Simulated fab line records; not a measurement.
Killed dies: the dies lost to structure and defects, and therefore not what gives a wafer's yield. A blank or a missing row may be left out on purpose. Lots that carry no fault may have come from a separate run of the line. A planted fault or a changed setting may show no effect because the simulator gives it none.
What tool caused it?    flow gf180mcu    Sampling: 11 lots, 33 wafers, 2 of 602 route steps

== WHAT EACH GAUGE READ, for each wafer ==
GF_V4_CD_MEAS_14: target cd 260 nm.
lot   measured      on         cd nm (nm)
L846  day 24 22:56  cd sem-01  260.1 259.9 260.7
L848  day 25 16:18  cd sem-02  258.1 259.7 260.0
L849  day 25 22:54  cd sem-01  258.8 258.2 258.7
L851  day 26 14:41  cd sem-01  261.5 260.7 261.0
L852  day 26 20:40  cd sem-01  261.2 259.9 262.2
L854  day 27 13:59  cd sem-02  258.9 259.2 260.6
L864  day 30 13:33  cd sem-02  259.4 260.3 260.9
L865  day 30 15:48  cd sem-02  260.8 260.8 260.6
L866  day 30 20:57  cd sem-02  261.0 260.2 261.5
L867  day 31 06:28  cd sem-01  260.4 259.5 259.3
L868  day 31 10:24  cd sem-02  261.0 261.9 260.6

== WHICH TOOL RAN EACH LOT (tool, then ch and the chambers of the sampled wafers, then the start) ==
lot   GF_V4_CVD_02
L846  pecvd-02 ch 0,1, day 24 01:04
L848  pecvd-03 ch 0,1, day 24 18:34
L849  pecvd-03 ch 1,2, day 25 00:52
L851  pecvd-03 ch 1,2, day 25 17:28
L852  pecvd-04 ch 0,1, day 25 23:15
L854  pecvd-04 ch 1,2, day 26 17:58
L864  pecvd-03 ch 1,2, day 29 18:05
L865  pecvd-04 ch 1,2, day 29 21:02
L866  pecvd-02 ch 0,2, day 30 01:55
L867  pecvd-02 ch 0,1, day 30 12:01
L868  pecvd-03 ch 0,1,2, day 30 16:19
- GF_V4_CVD_02: deposits SiO2 from TEOS, target thk 850 nm, time 94.851 s.

== AS READ BY THE TOOLS THEMSELVES (means over the sampled wafers that have a number; for cases with no such wafer, the mark the record gives instead) ==
GF_V4_CVD_02.
lot   tool      heater power w (W)
L846  pecvd-02  557
L848  pecvd-03  745
L849  pecvd-03  727
L851  pecvd-03  690
L852  pecvd-04  624
L854  pecvd-04  640
L864  pecvd-03  676
L865  pecvd-04  657
L866  pecvd-02  589
L867  pecvd-02  599
L868  pecvd-03  712

== THE ANSWER, worked out from the rows above alone ==
Rule: the usual values come from the lots themselves. Put in order of their means at a reading, lots are off if they are a third of the lots or fewer, leave a main group of 4 or more, and stand apart from it by a gap of 3 or more times the standard deviation of the main group's means; of several such gaps the widest counts. The tables above print the reading to a certain number of digits; a main group whose means all agree to those digits is not used. A lot without any number at a reading at which 4 lots or more have one is off too. Where the step has rows for the other lots, those lots are counted as sound. Order of review: gauges by route order, followed by the tools' own readings, for which a lot's mean as printed above is used. The first step at which some lot is off is used, and at that step the reading that is off furthest; a lot without a number counts as furthest.
Nothing can be told from this: no lot is off at any reading shown.

== WHAT THE SIMULATOR PUT IN ==
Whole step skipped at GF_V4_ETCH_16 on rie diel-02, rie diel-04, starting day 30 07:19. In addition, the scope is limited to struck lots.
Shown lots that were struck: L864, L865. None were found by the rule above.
